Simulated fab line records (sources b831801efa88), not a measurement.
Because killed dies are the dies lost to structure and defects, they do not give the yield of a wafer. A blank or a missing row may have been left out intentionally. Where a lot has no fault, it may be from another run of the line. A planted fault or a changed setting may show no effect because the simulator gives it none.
Problem report, 8D (eight disciplines) form, completed by code	flow gf180mcu	the parts of the form that need people (team, actions taken, sign-off) are left out

== 1. WHAT WENT WRONG ==
M3_ALCU_RS at GF_M3_RS_MEAS_05 reads a mean of 0.0500 ohm/sq on 1 wafer of 1 lot; wafers without a fault read 0.0695 ohm/sq with a standard deviation of 0.00082. That is -24 standard deviations from the usual mean.
The step: measures by four-point-probe.
The first sign was on wafer L901.5 at day 27 01:31, on film metro-04. The record has a number at this step for 13 wafers belonging to 5 lots. Rule for "out" (also "out of limits"): further than 4 standard deviations from the usual mean. The other wafers with a number count as sound.

== 2. WHAT IT IS, WHAT IT ISN'T ==
question	is	is not
which readings at this step	M3_ALCU_RS	-
which lots	L901	L882, L887, L895, L904
which wafers of those lots	all that have a number	-
read on which gauges	film metro-04	film metro-01, film metro-03
when	from day 27 01:31	up to then (9 sound wafers); but 3 sound wafers of L904 came after

== 3. THE SUSPECTS, EACH WITH WHAT RULES IT OUT ==
Counting: any tool at a process step up to the reading is kept as a suspect provided that every lot that is out went through it and no sound lot did after the first of them.
- the gauge at GF_M3_RS_MEAS_05 has been ruled out. All the wafers that are out were read on film metro-04, but those of them that GF_PASSIVATION_PROBE_99 has rows for are out there too, on other tools.
- rie diel-02 at GF_V2_ETCH_17 (etches SiO2 in C4F8/O2/Ar, stops on TiN, target depth 630 nm): kept. It ran the lot that is out, L901 (day 26 23:04), and no sound lot after that. GF_V2_ETCH_17 gives no start for some lots, so the hours and the order of its lots are those of GF_V2_STRIP_18.
- plasma asher-01 at GF_V2_STRIP_18 (strips in O2/N2): kept. It ran the lot that is out, L901 (day 26 23:04), and no sound lot after that.
- pvd sputter-04 at GF_V2_SPUTTER_22 (material TiN, target thk 10 nm, time 40 s): kept. It ran the lot that is out, L901 (day 26 23:39), and no sound lot after that; its last sound lot up to then is L895 (day 25 09:18).
- pvd sputter-04 at GF_M3_SPUTTER_02 (material AlCu, target thk 450 nm, time 23.9 s): kept. It ran the lot that is out, L901 (day 27 01:22), and no sound lot after that; its last sound lot up to then is L887 (day 22 15:37).
- pvd sputter-04 at GF_M3_SPUTTER_03 (material Ti, target thk 10 nm, time 6.7 s): kept. It ran the lot that is out, L901 (day 27 01:23), and no sound lot after that; its last sound lot up to then is L887 (day 22 15:38).
- pvd sputter-04 at GF_M3_SPUTTER_04 (material TiN, target thk 50 nm, time 41.7 s): kept. It ran the lot that is out, L901 (day 27 01:25), and no sound lot after that; its last sound lot up to then is L887 (day 22 15:40).
Left after counting: rie diel-02 at GF_V2_ETCH_17, plasma asher-01 at GF_V2_STRIP_18, pvd sputter-04 at GF_V2_SPUTTER_22, pvd sputter-04 at GF_M3_SPUTTER_02, pvd sputter-04 at GF_M3_SPUTTER_03, pvd sputter-04 at GF_M3_SPUTTER_04.

== 4. THE CAUSE (what the simulator had put in) ==
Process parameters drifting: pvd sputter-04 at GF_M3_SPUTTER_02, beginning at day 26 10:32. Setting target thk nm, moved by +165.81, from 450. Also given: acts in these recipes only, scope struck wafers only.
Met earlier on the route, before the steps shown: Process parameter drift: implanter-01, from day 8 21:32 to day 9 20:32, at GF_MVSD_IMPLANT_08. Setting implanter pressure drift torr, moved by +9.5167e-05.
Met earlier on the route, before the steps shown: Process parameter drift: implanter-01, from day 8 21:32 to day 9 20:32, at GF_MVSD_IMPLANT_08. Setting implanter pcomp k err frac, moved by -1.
Counting leaves 6 suspects; this tool is one of them.

== 5. SEQUENCE OF EFFECTS, ordered by route ==
Rows list readings where the struck wafers' mean (over those with a number) sits beyond 3 standard deviations from the usual. Only readings whose record carries a usual standard deviation are examined. hours: median over the lots of the time between each lot's start at the first step of this table that gives one and its start at this step. sigmas: the change, counted in usual standard deviations.
hours	step	reading	usual	on struck wafers	change	sigmas
0	GF_M3_RS_MEAS_05	M3_ALCU_RS	0.0695 ohm/sq	0.0500	-0.0195	-24
3	GF_M3_THK_MEAS_06	M3_ALCU_THK	450 nm	620	+170	+26
172	GF_PASSIVATION_PROBE_99	killed_at_M0_to_M3	20	92	+72	+16
172	GF_PASSIVATION_PROBE_99	killed dies	47	130	+83	+12
Here are the process steps it includes:
- GF_PASSIVATION_PROBE_99

== 6. WHAT WOULD HAVE CAUGHT IT SOONER ==
In this record the first reading out of limits at a measuring or inspecting step was taken at day 27 01:31, 15 hours after the fault began at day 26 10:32.
Of the tool readings at GF_M3_SPUTTER_02 for which the record gives a usual standard deviation, none was out on any struck wafer, so an alarm limit of 4 standard deviations on them would not have fired.
By day 27 01:31, every lot that is out (1) had started GF_M3_SPUTTER_02 on pvd sputter-04. Holding the tool at that point would not have protected any of them.
